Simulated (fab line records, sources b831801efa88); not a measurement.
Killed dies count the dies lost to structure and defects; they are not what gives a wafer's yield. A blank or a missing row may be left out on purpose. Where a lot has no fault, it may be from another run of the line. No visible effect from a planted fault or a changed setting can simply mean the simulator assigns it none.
Which of the tools did it? / flow gf180mcu / Sampling: 6 lots, 18 wafers, 5 of 602 route steps

## WHAT THE GAUGES SHOWED, per wafer
GF_V2_CD_MEAS_14: target cd 260 nm.
lot=L944; measured=day 21 08:26; on=cd sem-02; cd nm (nm)=259.8 259.9 260.6
lot=L946; measured=day 21 22:19; on=cd sem-01; cd nm (nm)=259.8 259.7 259.8
lot=L948; measured=day 22 17:53; on=cd sem-01; cd nm (nm)=262.0 260.2 261.5
lot=L955; measured=day 25 02:01; on=cd sem-01; cd nm (nm)=257.1 257.6 256.8
lot=L958; measured=day 26 00:19; on=cd sem-02; cd nm (nm)=262.2 262.5 262.2
lot=L963; measured=day 27 11:38; on=cd sem-02; cd nm (nm)=261.0 260.8 260.0

## TOOL THAT RAN EACH LOT (tool first, then ch and the chambers of the sampled wafers, then the start)
lot=L944; GF_M2_SPUTTER_03=pvd sputter-02, day 19 05:38; GF_M2_SPUTTER_04=pvd sputter-02, day 19 05:40; GF_M2_STRIP_17=plasma asher-01 ch 0,1, day 20 06:48; GF_V2_EXPOSE_11=krf scanner-02 ch 0, day 20 20:22
lot=L946; GF_M2_SPUTTER_03=pvd sputter-03, day 19 21:17; GF_M2_SPUTTER_04=pvd sputter-03, day 19 21:19; GF_M2_STRIP_17=plasma asher-03 ch 0,1, day 20 21:32; GF_V2_EXPOSE_11=krf scanner-01 ch 0, day 21 10:35
lot=L948; GF_M2_SPUTTER_03=pvd sputter-03, day 20 15:56; GF_M2_SPUTTER_04=pvd sputter-03, day 20 15:58; GF_M2_STRIP_17=plasma asher-01 ch 0,1, day 21 16:52; GF_V2_EXPOSE_11=krf scanner-01 ch 0, day 22 05:56
lot=L955; GF_M2_SPUTTER_03=pvd sputter-04, day 23 04:06; GF_M2_SPUTTER_04=pvd sputter-04, day 23 04:07; GF_M2_STRIP_17=plasma asher-04 ch 0,1, day 24 03:08; GF_V2_EXPOSE_11=krf scanner-01 ch 0, day 24 16:04
lot=L958; GF_M2_SPUTTER_03=pvd sputter-03, day 24 02:55; GF_M2_SPUTTER_04=pvd sputter-03, day 24 02:56; GF_M2_STRIP_17=plasma asher-04 ch 0,1, day 25 01:15; GF_V2_EXPOSE_11=krf scanner-01 ch 0, day 25 13:35
lot=L963; GF_M2_SPUTTER_03=pvd sputter-03, day 25 16:43; GF_M2_SPUTTER_04=pvd sputter-03, day 25 16:44; GF_M2_STRIP_17=plasma asher-03 ch 0,1, day 26 14:17; GF_V2_EXPOSE_11=krf scanner-01 ch 0, day 27 01:44
- GF_M2_SPUTTER_03: material Ti, target thk 10 nm, time 6.7 s.
- GF_M2_SPUTTER_04: material TiN, target thk 50 nm, time 41.7 s.
- GF_M2_STRIP_17: strips in O2/N2.
- GF_V2_EXPOSE_11: exposes mask Via2, target cd 260 nm.

## THE ANSWER, worked out from the rows above alone
Rule: what is usual is taken from the lots themselves. Put in order of their means at a reading, lots are off if they are a third of the lots or fewer, leave a main group of 4 or more, and stand apart from it by a gap of 3 or more times the standard deviation of the main group's means; of several such gaps the widest counts. A main group is skipped when, at the precision printed for the reading in the tables above, its means are all equal. Also off: a lot with no number at a reading for which 4 or more lots have one. Where the step has rows for the other lots, those lots are counted as sound.
Nothing can be told from this: no lot is off at any reading shown.

## WHAT THE SIMULATOR HAD PUT IN
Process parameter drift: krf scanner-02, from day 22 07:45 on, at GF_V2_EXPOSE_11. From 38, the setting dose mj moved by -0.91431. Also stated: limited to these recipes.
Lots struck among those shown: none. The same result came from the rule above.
